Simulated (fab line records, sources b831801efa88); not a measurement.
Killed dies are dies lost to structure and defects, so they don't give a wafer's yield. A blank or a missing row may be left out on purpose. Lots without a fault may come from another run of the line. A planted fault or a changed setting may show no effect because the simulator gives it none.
A sampling plan put to the test | flow sky130 | one fab line, 8 faults that these records tell of, each judged on the records of the lots that it struck
The plan is the line's own looks: the steps of the route at which a gauge or an inspection reads the wafer and doesn't change it. A look can be judged if struck wafers have a number there and the file gives its usual mean and standard deviation on fault-free wafers. Caught: at a look after the fault's first step, the mean of the struck wafers lies 4 or more of those standard deviations (sigma) from the usual mean. On the tool: the same test on the tool's own readings at the fault's steps. Another recipe on the struck wafers, or a record that is blank for them alone, also counts as caught.

THE FAULTS, as the simulator had put them in
1. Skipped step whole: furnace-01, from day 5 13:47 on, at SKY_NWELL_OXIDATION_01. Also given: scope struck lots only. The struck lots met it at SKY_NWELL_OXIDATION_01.
2. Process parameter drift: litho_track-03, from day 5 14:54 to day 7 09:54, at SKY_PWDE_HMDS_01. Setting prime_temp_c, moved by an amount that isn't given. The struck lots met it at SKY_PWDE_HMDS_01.
3. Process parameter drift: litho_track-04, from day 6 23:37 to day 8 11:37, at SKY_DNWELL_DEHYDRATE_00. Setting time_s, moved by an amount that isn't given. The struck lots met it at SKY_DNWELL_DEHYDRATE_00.
4. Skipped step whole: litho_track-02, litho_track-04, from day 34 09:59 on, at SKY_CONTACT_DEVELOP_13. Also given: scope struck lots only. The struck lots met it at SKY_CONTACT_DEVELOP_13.
5. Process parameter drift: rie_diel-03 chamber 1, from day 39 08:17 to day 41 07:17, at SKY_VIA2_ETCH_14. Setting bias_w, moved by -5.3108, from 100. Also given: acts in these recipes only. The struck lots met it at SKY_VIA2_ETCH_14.
6. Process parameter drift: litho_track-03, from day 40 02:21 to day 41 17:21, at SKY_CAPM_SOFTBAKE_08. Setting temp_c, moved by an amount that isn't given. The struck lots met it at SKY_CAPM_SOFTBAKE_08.
7. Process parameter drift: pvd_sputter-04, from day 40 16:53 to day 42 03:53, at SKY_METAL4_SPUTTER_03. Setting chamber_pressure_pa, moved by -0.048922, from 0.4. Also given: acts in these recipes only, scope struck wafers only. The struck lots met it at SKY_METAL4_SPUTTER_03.
8. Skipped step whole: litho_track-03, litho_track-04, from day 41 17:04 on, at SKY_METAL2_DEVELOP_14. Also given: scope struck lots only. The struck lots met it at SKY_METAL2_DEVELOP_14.

WHAT THE PLAN SAW
fault | on the tool itself                               | first look that catches it                      | reading, sigma | median hours from its first step to that look | hours from the fault's start to the first struck lot there | judged looks passed uncaught
1     | the tool's record is blank for the struck wafers | no look after it can be judged                  | -              | -                                             | -                                                          | 0
2     | prime_temp_c +30 sigma                           | not the one look that can be judged after it    | -              | -                                             | -                                                          | 1
3     | heater_power_total_W +99 or beyond sigma         | none of the 2 looks that can be judged after it | -              | -                                             | -                                                          | 2
4     | the tool's record is blank for the struck wafers | no look after it can be judged                  | -              | -                                             | -                                                          | 0
5     | bias_w -17 sigma                                 | no look after it can be judged                  | -              | -                                             | -                                                          | 0
6     | heater_power_total_W +40 sigma                   | no look after it can be judged                  | -              | -                                             | -                                                          | 0
7     | chamber_pressure_pa -34 sigma                    | no look after it can be judged                  | -              | -                                             | -                                                          | 0
8     | the tool's record is blank for the struck wafers | no look after it can be judged                  | -              | -                                             | -                                                          | 0
A dash: the fault isn't caught, or these records don't give the number.

Caught at a look: 0 of 8. Caught on the tool: 8 of 8. By one or the other: 8 of 8.
Caught on the tool alone: faults 1, 2, 3, 4, 5, 6, 7, 8.
